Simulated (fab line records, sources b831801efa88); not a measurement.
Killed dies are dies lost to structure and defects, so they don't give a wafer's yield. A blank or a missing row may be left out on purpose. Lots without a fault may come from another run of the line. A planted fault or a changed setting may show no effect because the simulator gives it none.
fab line records | flow gf180mcu
record lots=5 wafers=15 last_day=32
route steps=602 shown V5@566 TOP_METAL@567 PASSIVATION@587
lots that met no fault: from a run of the same line without faults
start_h: hours from the record's first day to the start of the lot's first wafer shown | wait_h: hours since the lot's step before | " the same as in the row above | L1.1+2: a row that stands for several wafers | - no value, or no start given | * or withheld: withheld | < > ~ a bound
route shown NAME@n: a module of which the file shows steps, and the number in the route of the first | usual: mean/standard deviation of fault-free wafers | same: alike in all rows | chamber/n: place in a boat | sites: the reading at each site | _std_site: their standard deviation | _edge_site: outer sites' mean less inner sites' | radius_mm: how far each site lies from the wafer's centre | mask NAME#n: copy n | behind: the tool/chamber that last shaped the wafer | hold: why the lot was held/for how many hours/how that ended | device: the transistor (n, p or np) that didn't switch | end of line: the same wafers' tests at the end of the route | a step without rows: its recipe alone | killed: dies lost to structure and defects at the first sort, not the wafer's yield | map: a wafer's dies, x killed, . not, _ none there
set.NAME: the setting as run; set.NAME@STEP: as run at that earlier step | model.NAME: the simulator's own value behind a step, which no gauge read
lots at some steps of the route; a table a step, a row a wafer
services: from which hour (start_h, from the record's first day; less than 0 if before it) a tool's chamber was out of use, for how many hours, and why
## steps
# step GF_V5_CMP_26
# recipe stop_on=SiO2 down_force_psi=3.5 platen_rpm=60 t_overpolish_s=15 target_thk_nm=0 pad_velocity_m_s=0.94248
# usual motor_current_A=10.9/0.62 overpolish_run_s=15.000/0.0093 time_to_endpoint_s=84/6.3
# columns lot.wafer tool chamber start_h wait_h motor_current_A overpolish_run_s time_to_endpoint_s
L074.1 cmp-02 0 627.02 0.1 11.3 14.997 82
L074.4 " 1 " " 10.1 14.988 90
L074.5 " 2 " " 10.6 14.987 94
L077.2 cmp-02 0 649.42 0.0 11.0 14.990 79
L077.1 " 1 " " 11.2 14.998 90
L077.6 " 1 " " 10.7 14.999 92
L079.2 cmp-01 2 680.44 0.0 11.5 14.995 80
L079.1 " 0 " " 12.5 15.008 76
L079.5 " 3 " " 10.5 15.002 79
L087.3 cmp-01 0 725.82 0.3 12.0 14.995 80
L087.4 " 1 " " 10.3 15.008 78
L087.6 " 2 " " 11.7 14.998 88
L089.1 cmp-02 1 736.32 0.1 10.8 15.001 93
L089.2 " 2 " " 10.3 15.009 94
L089.6 " 2 " " 11.2 14.997 93
# step GF_TOP_METAL_SPUTTER_00
# recipe material=Ti target_thk_nm=37.5 arriving_ion_energy_ev=80 substrate_temp_c=200 chamber_pressure_pa=2 power_w=4000 time_s=150
# usual substrate_temp_c=199.97/0.16 throttle_valve_pct=29.6/0.78
# columns lot.wafer tool chamber start_h wait_h substrate_temp_c throttle_valve_pct
L074.1 pvd_sputter-03 - 627.22 0.1 199.93 29.6
L074.4 " - " " 200.19 30.9
L074.5 " - " " 199.97 30.7
L077.1 pvd_sputter-03 - 649.72 0.2 199.89 29.7
L077.2 " - " " 199.94 30.2
L077.6 " - " " 199.85 30.6
L079.1 pvd_sputter-03 - 680.74 0.1 200.14 29.6
L079.2 " - " " 199.95 30.3
L079.5 " - " " 200.10 29.6
L087.3 pvd_sputter-01 - 726.02 0.1 199.97 29.7
L087.4 " - " " 200.05 28.5
L087.6 " - " " 199.93 28.7
L089.1 pvd_sputter-03 - 736.62 0.2 199.97 30.9
L089.2 " - " " 200.11 29.5
L089.6 " - " " 199.90 30.5
# step GF_TOP_METAL_SPUTTER_01
# recipe material=TiN target_thk_nm=30 power_w=6500 time_s=25 chamber_pressure_pa=0.4
# usual throttle_valve_pct=29.6/0.77
# columns lot.wafer tool chamber start_h wait_h throttle_valve_pct
L074.1 pvd_sputter-03 - 627.32 0.1 29.4
L074.4 " - " " 30.9
L074.5 " - " " 30.5
L077.1 pvd_sputter-03 - 649.82 0.1 29.3
L077.2 " - " " 30.8
L077.6 " - " " 30.6
L079.1 pvd_sputter-03 - 680.84 0.1 29.6
L079.2 " - " " 30.4
L079.5 " - " " 29.3
L087.3 pvd_sputter-01 - 726.12 0.1 29.7
L087.4 " - " " 28.8
L087.6 " - " " 29.0
L089.1 pvd_sputter-03 - 736.72 0.1 31.0
L089.2 " - " " 29.4
L089.6 " - " " 30.2
# step GF_TOP_METAL_SPUTTER_02
# recipe material=AlCu target_thk_nm=900 power_w=10600 chamber_pressure_pa=0.3 substrate_temp_c=250 gas=Ar time_s=47.82
# usual substrate_temp_c=249.99/0.16 throttle_valve_pct=29.6/0.78
# columns lot.wafer tool chamber start_h wait_h substrate_temp_c throttle_valve_pct
L074.1 pvd_sputter-03 - 627.35 0.0 250.35 29.3
L074.4 " - " " 249.60 30.9
L074.5 " - " " 249.85 30.3
L077.1 pvd_sputter-03 - 649.85 0.0 249.97 29.5
L077.2 " - " " 250.20 30.6
L077.6 " - " " 249.90 30.7
L079.1 pvd_sputter-03 - 680.87 0.0 249.90 29.2
L079.2 " - " " 249.88 30.6
L079.5 " - " " 250.01 29.3
L087.3 pvd_sputter-01 - 726.16 0.0 249.87 29.5
L087.4 " - " " 250.14 28.6
L087.6 " - " " 249.85 29.2
L089.1 pvd_sputter-03 - 736.75 0.0 250.15 30.7
L089.2 " - " " 249.94 29.4
L089.6 " - " " 250.05 30.6
# step GF_TOP_METAL_SPUTTER_03
# recipe material=Ti target_thk_nm=5 substrate_temp_c=300 chamber_pressure_pa=0.3 power_w=3000 time_s=3.3
# usual substrate_temp_c=299.99/0.19 throttle_valve_pct=29.6/0.78
# columns lot.wafer tool chamber start_h wait_h substrate_temp_c throttle_valve_pct
L074.1 pvd_sputter-03 - 627.39 0.0 300.04 29.7
L074.4 " - " " 299.89 30.8
L074.5 " - " " 299.85 30.7
L077.1 pvd_sputter-03 - 649.89 0.0 300.02 29.3
L077.2 " - " " 299.85 30.5
L077.6 " - " " 300.00 30.7
L079.1 pvd_sputter-03 - 680.92 0.0 300.14 29.3
L079.2 " - " " 299.96 30.6
L079.5 " - " " 300.10 29.7
L087.3 pvd_sputter-01 - 726.20 0.0 299.89 29.8
L087.4 " - " " 300.00 28.8
L087.6 " - " " 299.74 28.5
L089.1 pvd_sputter-03 - 736.79 0.0 300.14 30.8
L089.2 " - " " 300.14 29.4
L089.6 " - " " 299.94 30.6
# step GF_TOP_METAL_SPUTTER_04
# recipe material=TiN target_thk_nm=25 power_w=6500 time_s=20.8 chamber_pressure_pa=0.4
# usual throttle_valve_pct=29.6/0.77
# columns lot.wafer tool chamber start_h wait_h throttle_valve_pct
L074.1 pvd_sputter-03 - 627.41 0.0 29.5
L074.4 " - " " 30.7
L074.5 " - " " 30.6
L077.1 pvd_sputter-03 - 649.91 0.0 29.4
L077.2 " - " " 30.4
L077.6 " - " " 30.2
L079.1 pvd_sputter-03 - 680.94 0.0 29.5
L079.2 " - " " 30.3
L079.5 " - " " 29.4
L087.3 pvd_sputter-01 - 726.22 0.0 29.7
L087.4 " - " " 28.6
L087.6 " - " " 28.9
L089.1 pvd_sputter-03 - 736.81 0.0 30.7
L089.2 " - " " 29.6
L089.6 " - " " 30.5
# step GF_TOP_METAL_RS_MEAS_05
# recipe thk_meas_gauge=four-point-probe reads=TiN_of_TOP_METAL_SPUTTER_04+Ti_of_TOP_METAL_SPUTTER_03+AlCu_of_TOP_METAL_SPUTTER_02+TiN_of_TOP_METAL_SPUTTER_01+Ti_of_TOP_METAL_SPUTTER_00
# usual TOP_METAL_ALCU_RS=0.0331/0.00042
# columns lot.wafer tool chamber start_h wait_h TOP_METAL_ALCU_RS[ohm/sq]
L074.1 film_metro-04 - 627.44 0.0 0.0331
L074.4 " - " " 0.0336
L074.5 " - " " 0.0336
L077.1 film_metro-03 - 649.94 0.0 0.0333
L077.2 " - " " 0.0336
L077.6 " - " " 0.0336
L079.1 film_metro-03 - 680.96 0.0 0.0330
L079.2 " - " " 0.0334
L079.5 " - " " 0.0331
L087.3 film_metro-02 - 726.29 0.1 0.0335
L087.4 " - " " 0.0329
L087.6 " - " " 0.0334
L089.1 film_metro-03 - 736.84 0.0 0.0329
L089.2 " - " " 0.0327
L089.6 " - " " 0.0332
# step GF_TOP_METAL_THK_MEAS_06
# recipe thk_meas_gauge=xrf reads=AlCu_of_TOP_METAL_SPUTTER_02
# usual TOP_METAL_ALCU_THK=890/12
# columns lot.wafer tool chamber start_h wait_h TOP_METAL_ALCU_THK[nm]
L074.1 film_metro-04 - 627.56 0.1 900
L074.4 " - " " 880
L074.5 " - " " 883
L077.1 film_metro-03 - 650.06 0.1 882
L077.2 " - " " 873
L077.6 " - " " 877
L079.1 film_metro-03 - 681.08 0.1 893
L079.2 " - " " 881
L079.5 " - " " 891
L087.3 film_metro-02 - 726.39 0.1 888
L087.4 " - " " 908
L087.6 " - " " 885
L089.1 film_metro-03 - 736.96 0.1 894
L089.2 " - " " 897
L089.6 " - " " 887
# step GF_TOP_METAL_DEHYDRATE_07
# recipe temp_c=200 time_s=60
# columns lot.wafer tool chamber start_h wait_h
L074.1+4+5 litho_track-04 0 636.50 8.9
L077.1+2+6 litho_track-03 0 659.53 9.5
L079.1+2+5 litho_track-04 0 690.10 9.0
L087.3+4+6 litho_track-01 0 734.00 7.6
L089.1+2+6 litho_track-04 0 745.20 8.2
# step GF_TOP_METAL_HMDS_08
# recipe prime_time_s=60 prime_temp_c=120
# columns lot.wafer tool chamber start_h wait_h
L074.1+4+5 litho_track-04 0 636.65 0.1
L077.1+2+6 litho_track-03 0 659.68 0.1
L079.1+2+5 litho_track-04 0 690.25 0.1
L087.3+4+6 litho_track-01 0 734.15 0.1
L089.1+2+6 litho_track-04 0 745.35 0.1
# step GF_TOP_METAL_COAT_09
# recipe resist=NOVOLAK spin_rpm=3000 resist_thk_nm=1500
# columns lot.wafer tool chamber start_h wait_h
L074.1+4+5 litho_track-04 0 636.80 0.1
L077.1+2+6 litho_track-03 0 659.83 0.1
L079.1+2+5 litho_track-04 0 690.40 0.1
L087.3+4+6 litho_track-01 0 734.30 0.1
L089.1+2+6 litho_track-04 0 745.50 0.1
# step GF_TOP_METAL_SOFTBAKE_10
# recipe temp_c=90 time_s=60 resist=NOVOLAK
# columns lot.wafer tool chamber start_h wait_h
L074.1+4+5 litho_track-04 0 636.95 0.1
L077.1+2+6 litho_track-03 0 659.98 0.1
L079.1+2+5 litho_track-04 0 690.55 0.1
L087.3+4+6 litho_track-01 0 734.45 0.1
L089.1+2+6 litho_track-04 0 745.65 0.1
# step GF_TOP_METAL_EXPOSE_11
# recipe mask_id=MetalTop target_cd_nm=440 na=0.6 source_shape=conventional sigma_outer=0.6 dose_mj=170
# columns lot.wafer tool chamber start_h wait_h mask
L074.1+4+5 iline_stepper-02 0 - - MetalTop#0
L077.1+2+6 iline_stepper-02 0 - - MetalTop#0
L079.1+2+5 iline_stepper-01 0 - - MetalTop#0
L087.3+4+6 iline_stepper-02 0 - - MetalTop#0
L089.1+2+6 iline_stepper-02 0 - - MetalTop#0
# step GF_TOP_METAL_PEB_12
# recipe temp_c=withheld time_s=* resist=NOVOLAK
# columns lot.wafer tool chamber start_h wait_h
L074.1+4+5 litho_track-03 0 - -
L077.1+2+6 litho_track-04 0 - -
L079.1+2+5 litho_track-03 0 - -
L087.3+4+6 litho_track-01 0 - -
L089.1+2+6 litho_track-01 0 - -
# step GF_TOP_METAL_DEVELOP_13
# recipe develop_time_s=60 dev_temp_c=23
# columns lot.wafer tool chamber start_h wait_h
L074.1+4+5 litho_track-03 0 647.03 0.1
L077.1+2+6 litho_track-04 0 669.35 0.1
L079.1+2+5 litho_track-03 0 699.73 0.1
L087.3+4+6 litho_track-01 0 743.60 0.1
L089.1+2+6 litho_track-01 0 753.15 0.1
# step GF_TOP_METAL_CD_MEAS_14
# recipe target_cd_nm=440
# usual cd_nm=440.2/2.6
# columns lot.wafer tool chamber start_h wait_h cd_nm
L074.1 cd_sem-02 - 647.18 0.1 440.2
L074.4 " - " " 439.5
L074.5 " - " " 437.5
L077.1 cd_sem-02 - 669.50 0.1 442.3
L077.2 " - " " 443.7
L077.6 " - " " 443.3
L079.1 cd_sem-02 - 699.95 0.2 435.9
L079.2 " - " " 436.3
L079.5 " - " " 436.9
L087.3 cd_sem-02 - 743.74 0.1 438.7
L087.4 " - " " 437.5
L087.6 " - " " 439.0
L089.1 cd_sem-02 - 753.30 0.1 440.2
L089.2 " - " " 442.2
L089.6 " - " " 438.8
# step GF_TOP_METAL_OVL_MEAS_15
# usual TOP_METAL_OVL=0.6/1.2
# columns lot.wafer tool chamber start_h wait_h TOP_METAL_OVL[nm]
L074.1 overlay-02 - 647.30 0.1 1.3
L074.4 " - " " -1.1
L074.5 " - " " 0.4
L077.1 overlay-02 - 669.62 0.1 0.4
L077.2 " - " " 1.8
L077.6 " - " " 2.0
L079.1 overlay-01 - 700.07 0.1 -0.4
L079.2 " - " " 0.1
L079.5 " - " " 0.2
L087.3 overlay-02 - 743.84 0.1 1.4
L087.4 " - " " 2.5
L087.6 " - " " 3.9
L089.1 overlay-01 - 753.42 0.1 0.0
L089.2 " - " " 0.7
L089.6 " - " " 1.4
# step GF_TOP_METAL_METAL_ETCH_16
# recipe chemistry=Cl2/BCl3 mask_material=NOVOLAK target_depth_nm=1197 stop_on=SiO2 pressure_mtorr=8 icp_w=800 bias_w=140 Cl2_flow_sccm=80 bcl3_flow_sccm=40 time_s=199.5
# usual bcl3_flow_sccm=39.99/0.13 drypump_motor_current_A=5.6/0.58 oes_product_au=0.987/0.0069 throttle_valve_pct=28.233/0.01
# columns lot.wafer tool chamber start_h wait_h bcl3_flow_sccm drypump_motor_current_A oes_product_au rf_hours_counter_h throttle_valve_pct
L074.1 rie_metal-03 0 647.34 0.0 39.95 6.1 0.987 3 28.223
L074.4 " 0 " " 39.79 6.1 0.983 - 28.227
L074.5 " 0 " " 39.88 6.1 0.989 - 28.238
L077.1 rie_metal-03 1 669.66 0.0 39.92 4.8 0.990 12 28.219
L077.2 " 0 " " 39.96 6.2 0.983 4 28.236
L077.6 " 0 " " 40.08 6.1 0.978 - 28.234
L079.1 rie_metal-02 1 700.11 0.0 40.26 5.1 0.998 3 28.207
L079.2 " 0 " " 39.98 6.6 0.993 4 28.230
L079.5 " 1 " " 40.09 5.1 1.005 - 28.211
L087.3 rie_metal-02 0 743.92 0.1 40.03 6.7 0.988 - 28.228
L087.4 " 1 " " 40.08 5.2 0.990 - 28.215
L087.6 " 0 " " 40.03 6.6 0.999 - 28.223
L089.1 rie_metal-03 1 753.46 0.0 40.06 4.8 0.988 16 28.226
L089.2 " 0 " " 39.98 6.2 0.988 7 28.236
L089.6 " 1 " " 40.12 4.8 0.991 - 28.228
# step GF_TOP_METAL_STRIP_17
# recipe chemistry=O2/N2 power_w=1400 pressure_mtorr=1500 platen_temp_c=250 o2_flow_sccm=3000 n2_flow_sccm=300 overash_fraction=0.5
# usual drypump_motor_current_A=5.38/0.27 heater_power_w=321/24 oes_product_au=0.710/0.0051 strip_time_to_endpoint_s=12.98/0.11
# same overash_fraction=0.5
# columns lot.wafer tool chamber start_h wait_h drypump_motor_current_A heater_power_w oes_product_au rf_hours_counter_h strip_time_to_endpoint_s
L074.1 plasma_asher-03 0 647.72 0.3 5.90 365 0.710 92 12.96
L074.4 " 1 " " 5.90 340 0.711 - 12.97
L074.5 " 0 " " 5.88 363 0.714 - 12.95
L077.1 plasma_asher-03 1 669.85 0.1 5.90 334 0.713 94 12.96
L077.2 " 0 " " 5.88 366 0.709 94 13.09
L077.6 " 1 " " 5.90 340 0.704 - 13.13
L079.1 plasma_asher-02 1 700.30 0.1 5.32 310 0.708 27 12.72
L079.2 " 0 " " 5.57 333 0.709 27 12.94
L079.5 " 0 " " 5.56 339 0.713 - 12.74
L087.3 plasma_asher-02 0 744.08 0.1 5.53 343 0.710 - 12.93
L087.4 " 1 " " 5.23 311 0.711 - 12.77
L087.6 " 0 " " 5.56 329 0.717 - 12.87
L089.1 plasma_asher-02 0 753.65 0.1 5.57 335 0.713 35 12.99
L089.2 " 1 " " 5.29 308 0.713 35 13.02
L089.6 " 1 " " 5.30 314 0.716 - 12.94
# step GF_TOP_METAL_STRIP_18
# recipe chemistry=post_etch_residue_remover time_s=1200 temp_c=72.5
# columns lot.wafer tool chamber start_h wait_h
L074.1+4+5 wet_bench-04 2 647.82 0.1
L077.1+2+6 wet_bench-04 1 670.02 0.1
L079.1+2+5 wet_bench-02 2 700.40 0.1
L087.3+4+6 wet_bench-02 3 744.15 0.0
L089.1+2+6 wet_bench-01 3 753.75 0.1
# step GF_TOP_METAL_CLEAN_19
# recipe chemistry=DIW dry=n2_spin
# columns lot.wafer tool chamber start_h wait_h
L074.1+4+5 wet_bench-01 3 648.19 0.0
L077.1+2+6 wet_bench-04 1 670.36 0.0
L079.1+2+5 wet_bench-04 3 700.74 0.0
L087.3+4+6 wet_bench-04 3 744.52 0.0
L089.1+2+6 wet_bench-02 2 754.09 0.0
# step GF_PASSIVATION_CVD_00
# recipe material=SiO2 target_thk_nm=1000 precursor=TEOS temp_c=400 time_s=111.95 rf_w=600
# usual heater_power_outer_w=391/72 heater_power_w=677/98
# columns lot.wafer tool chamber start_h wait_h heater_power_outer_w heater_power_w
L074.1 pecvd-04 1 648.29 0.0 422 735
L074.4 " 0 " " 389 648
L074.5 " 2 " " 581 884
L077.1 pecvd-01 2 670.45 0.0 518 865
L077.2 " 0 " " 347 579
L077.6 " 0 " " 381 645
L079.1 pecvd-01 2 700.84 0.0 506 845
L079.2 " 0 " " 362 613
L079.5 " 1 " " 364 598
L087.3 pecvd-01 1 744.61 0.0 434 664
L087.4 " 2 " " 490 845
L087.6 " 1 " " 476 727
L089.1 pecvd-04 0 754.18 0.0 392 634
L089.2 " 2 " " 483 798
L089.6 " 1 " " 434 774
# step GF_PASSIVATION_THK_MEAS_01
# recipe reads=SiO2_of_PASSIVATION_CVD_00
# usual PASSIVATION_CVD_00_THK=1004/15
# columns lot.wafer tool chamber start_h wait_h PASSIVATION_CVD_00_THK[nm]
L074.1 film_metro-02 - 648.37 0.0 1003
L074.4 " - " " 1044
L074.5 " - " " 1019
L077.1 film_metro-04 - 670.53 0.0 985
L077.2 " - " " 983
L077.6 " - " " 1012
L079.1 film_metro-01 - 700.92 0.0 997
L079.2 " - " " 992
L079.5 " - " " 1020
L087.3 film_metro-04 - 744.71 0.1 998
L087.4 " - " " 1010
L087.6 " - " " 995
L089.1 film_metro-01 - 754.26 0.0 1022
L089.2 " - " " 1015
L089.6 " - " " 1023
# step GF_PASSIVATION_CVD_02
# recipe material=Si3N4 target_thk_nm=700 time_s=486.18 temp_c=400 rf_w=450
# usual heater_power_outer_w=434/73 heater_power_w=735/93
# columns lot.wafer tool chamber start_h wait_h heater_power_outer_w heater_power_w
L074.1 pecvd-01 2 648.43 0.1 483 803
L074.4 " 2 " " 505 870
L074.5 " 1 " " 451 723
L077.1 pecvd-03 0 670.59 0.1 361 613
L077.2 " 1 " " 395 720
L077.6 " 2 " " 380 746
L079.1 pecvd-04 1 700.98 0.1 385 680
L079.2 " 2 " " 545 824
L079.5 " 1 " " 424 750
L087.3 pecvd-03 0 744.75 0.0 422 702
L087.4 " 0 " " 444 719
L087.6 " 2 " " 307 634
L089.1 pecvd-03 1 754.32 0.1 393 720
L089.2 " 2 " " 370 740
L089.6 " 2 " " 390 776
# step GF_PASSIVATION_THK_MEAS_03
# recipe reads=Si3N4_of_PASSIVATION_CVD_02
# usual PASSIVATION_CVD_02_THK=700/8.5
# columns lot.wafer tool chamber start_h wait_h PASSIVATION_CVD_02_THK[nm]
L074.1 film_metro-04 - 648.86 0.3 694
L074.4 " - " " 706
L074.5 " - " " 710
L077.1 film_metro-01 - 670.93 0.2 694
L077.2 " - " " 697
L077.6 " - " " 696
L079.1 film_metro-04 - 701.27 0.1 699
L079.2 " - " " 689
L079.5 " - " " 705
L087.3 film_metro-01 - 745.06 0.2 698
L087.4 " - " " 712
L087.6 " - " " 704
L089.1 film_metro-02 - 754.61 0.1 693
L089.2 " - " " 692
L089.6 " - " " 704
# step GF_PASSIVATION_DEHYDRATE_04
# recipe temp_c=200 time_s=60
# columns lot.wafer tool chamber start_h wait_h
L074.1+4+5 litho_track-04 0 658.15 9.3
L077.1+2+6 litho_track-02 0 679.88 8.9
L079.1+2+5 litho_track-03 0 709.73 8.5
L087.3+4+6 litho_track-02 0 751.78 6.7
L089.1+2+6 litho_track-04 0 762.30 7.7
# step GF_PASSIVATION_HMDS_05
# recipe prime_time_s=60 prime_temp_c=120
# columns lot.wafer tool chamber start_h wait_h
L074.1+4+5 litho_track-04 0 658.30 0.1
L077.1+2+6 litho_track-02 0 680.03 0.1
L079.1+2+5 litho_track-03 0 709.88 0.1
L087.3+4+6 litho_track-02 0 751.93 0.1
L089.1+2+6 litho_track-04 0 762.45 0.1
# step GF_PASSIVATION_COAT_06
# recipe spin_rpm=2000 resist_thk_nm=4000
# columns lot.wafer tool chamber start_h wait_h
L074.1+4+5 litho_track-04 0 658.45 0.1
L077.1+2+6 litho_track-02 0 680.18 0.1
L079.1+2+5 litho_track-03 0 710.03 0.1
L087.3+4+6 litho_track-02 0 752.08 0.1
L089.1+2+6 litho_track-04 0 762.60 0.1
# step GF_PASSIVATION_SOFTBAKE_07
# recipe temp_c=110 time_s=withheld
# columns lot.wafer tool chamber start_h wait_h
L074.1+4+5 litho_track-04 0 658.60 0.1
L077.1+2+6 litho_track-02 0 680.33 0.1
L079.1+2+5 litho_track-03 0 710.18 0.1
L087.3+4+6 litho_track-02 0 752.25 0.1
L089.1+2+6 litho_track-04 0 762.75 0.1
# step GF_PASSIVATION_EXPOSE_08
# recipe mask_id=Pad target_cd_nm=40000 na=0.57 dose_mj=310
# columns lot.wafer tool chamber start_h wait_h mask
L074.1+4+5 iline_stepper-01 0 - - Pad#0
L077.1+2+6 iline_stepper-01 0 - - Pad#0
L079.1+2+5 iline_stepper-01 0 - - Pad#0
L087.3+4+6 iline_stepper-01 0 - - Pad#0
L089.1+2+6 iline_stepper-01 0 - - Pad#0
# step GF_PASSIVATION_PEB_09
# recipe temp_c=115 time_s=withheld
# columns lot.wafer tool chamber start_h wait_h
L074.1+4+5 litho_track-02 0 - -
L077.1+2+6 litho_track-04 0 - -
L079.1+2+5 litho_track-04 0 - -
L087.3+4+6 litho_track-04 0 - -
L089.1+2+6 litho_track-02 0 - -
# step GF_PASSIVATION_DEVELOP_10
# recipe develop_time_s=60 dev_temp_c=23
# columns lot.wafer tool chamber start_h wait_h
L074.1+4+5 litho_track-02 0 - -
L077.1+2+6 litho_track-04 0 - -
L079.1+2+5 litho_track-04 0 - -
L087.3+4+6 litho_track-04 0 - -
L089.1+2+6 litho_track-02 0 - -
# step GF_PASSIVATION_ETCH_11
# recipe chemistry=CF4/O2 target_depth_nm=2040 stop_on=TiN source_w=800 bias_w=150 pressure_mtorr=150 cf4_flow_sccm=80 O2_flow_sccm=10 time_s=453.3
# usual drypump_motor_current_A=5.7/0.41 oes_product_au=0.990/0.0066 throttle_valve_pct=5.967/0.0097
# columns lot.wafer tool chamber start_h wait_h drypump_motor_current_A oes_product_au rf_hours_counter_h throttle_valve_pct
L074.1 rie_diel-04 0 668.18 - 4.8 0.986 36 5.943
L074.4 " 1 " " 5.9 0.993 8 5.968
L074.5 " 0 " " 4.8 0.986 - 5.980
L077.1 rie_diel-01 2 689.80 - 5.4 0.986 1 5.968
L077.2 " 3 " " 6.2 0.987 2 5.972
L077.6 " 2 " " 5.4 0.987 - 5.970
L079.1 rie_diel-01 2 719.35 - 5.4 0.994 2 5.963
L079.2 " 0 " " 5.7 0.991 24 5.961
L079.5 " 3 " " 6.2 0.983 - 5.961
L087.3 rie_diel-04 0 760.90 - 4.8 0.991 41 5.957
L087.4 " 3 " " 6.2 1.001 30 5.963
L087.6 " 0 " " 4.8 0.997 - 5.978
L089.1 rie_diel-04 2 770.73 - 5.8 1.000 11 5.974
L089.2 " 3 " " 6.2 0.990 31 5.973
L089.6 " 1 " " 6.0 0.997 - 5.969
# step GF_PASSIVATION_STRIP_12
# recipe chemistry=O2/N2 power_w=1400 pressure_mtorr=1500 platen_temp_c=250 o2_flow_sccm=3000 n2_flow_sccm=300 overash_fraction=0.5
# usual drypump_motor_current_A=5.76/0.21 heater_power_w=332/15 oes_product_au=0.718/0.0046 strip_time_to_endpoint_s=32.94/0.27
# same overash_fraction=0.5
# columns lot.wafer tool chamber start_h wait_h drypump_motor_current_A heater_power_w oes_product_au rf_hours_counter_h strip_time_to_endpoint_s
L074.1 plasma_asher-02 0 668.45 0.1 5.56 343 0.723 23 33.03
L074.4 " 0 " " 5.54 335 0.729 - 33.06
L074.5 " 0 " " 5.56 343 0.718 - 33.20
L077.1 plasma_asher-04 1 690.07 0.1 5.64 330 0.716 58 32.98
L077.2 " 0 " " 5.96 317 0.722 58 33.25
L077.6 " 0 " " 5.95 327 0.717 - 32.97
L079.1 plasma_asher-04 0 719.62 0.1 5.95 328 0.722 61 33.02
L079.2 " 1 " " 5.67 328 0.717 61 32.82
L079.5 " 1 " " 5.66 318 0.727 - 33.46
L087.3 plasma_asher-04 1 761.20 0.2 5.65 323 0.723 - 32.59
L087.4 " 0 " " 5.96 328 0.718 - 32.88
L087.6 " 0 " " 5.97 329 0.715 - 32.60
L089.1 plasma_asher-04 0 771.02 0.2 5.95 329 0.712 69 32.76
L089.2 " 1 " " 5.64 330 0.721 69 32.68
L089.6 " 1 " " 5.66 334 0.717 - 32.73
# step GF_PASSIVATION_ANNEAL_13
# recipe temp_c=400 time_s=1800 ambient=N2/H2 idle_temp_c=300 ramp_up_c_per_min=10 ramp_down_c_per_min=3
# usual spike_tc_centre_C=400.5/1.1 spike_tc_top_C=428.9/1.8
# columns lot.wafer tool chamber start_h wait_h spike_tc_centre_C spike_tc_top_C
L074.1 furnace-01 0 668.55 0.1 400.2 429.5
L074.4 " 0 " " 403.0 429.3
L074.5 " 0 " " 402.7 431.9
L077.1 furnace-02 0 690.17 0.1 399.2 425.8
L077.2 " 0 " " 399.8 427.6
L077.6 " 0 " " 400.7 426.5
L079.1 furnace-01 0 719.72 0.1 401.0 429.6
L079.2 " 0 " " 402.8 428.9
L079.5 " 0 " " 400.6 430.3
L087.3 furnace-02 0 761.27 0.0 400.9 426.7
L087.4 " 0 " " 399.6 427.1
L087.6 " 0 " " 401.2 429.8
L089.1 furnace-01 0 771.12 0.1 400.8 430.8
L089.2 " 0 " " 401.3 431.1
L089.6 " 0 " " 400.7 430.8
# step GF_PASSIVATION_BOW_MEAS_14
# recipe mode=bow
# usual PASSIVATION_BOW=138/11
# columns lot.wafer tool chamber start_h wait_h PASSIVATION_BOW[um]
L074.1 film_metro-01 - 670.05 0.0 130
L074.4 " - " " 126
L074.5 " - " " 124
L077.1 film_metro-04 - 691.67 0.0 111
L077.2 " - " " 112
L077.6 " - " " 143
L079.1 film_metro-02 - 721.22 0.0 147
L079.2 " - " " 133
L079.5 " - " " 160
L087.3 film_metro-04 - 762.81 0.0 129
L087.4 " - " " 134
L087.6 " - " " 131
L089.1 film_metro-02 - 772.62 0.0 128
L089.2 " - " " 137
L089.6 " - " " 130
## services
# columns tool chamber start_h hours kind
iline_stepper-02 - 605.15 4.3 pm
pecvd-01 2 609.63 6.6 repair
plasma_asher-02 - 625.20 1.8 repair
pecvd-03 - 627.06 1.0 repair
iline_stepper-01 - 631.27 8.9 pm
cmp-02 - 635.91 3.6 pm
cmp-02 - 640.26 2.4 repair
rie_metal-03 1 645.29 3.8 repair
pecvd-04 - 657.03 1.3 repair
cmp-02 - 662.48 1.0 repair
furnace-01 - 662.72 4.2 pm
iline_stepper-02 - 664.25 4.4 pm
wet_bench-02 - 681.16 10.8 repair
cmp-02 - 682.05 1.4 repair
pecvd-01 - 695.89 2.8 pm
pvd_sputter-01 - 696.19 2.8 repair
pecvd-01 1 701.25 11.6 repair
iline_stepper-01 - 716.22 2.1 pm
pecvd-01 - 721.03 1.1 repair
furnace-01 - 733.65 6.5 pm
iline_stepper-01 - 740.55 4.4 pm
wet_bench-04 - 746.65 1.7 repair
pecvd-01 - 755.34 3.1 repair
plasma_asher-02 - 768.77 1.0 repair
## key
fault none
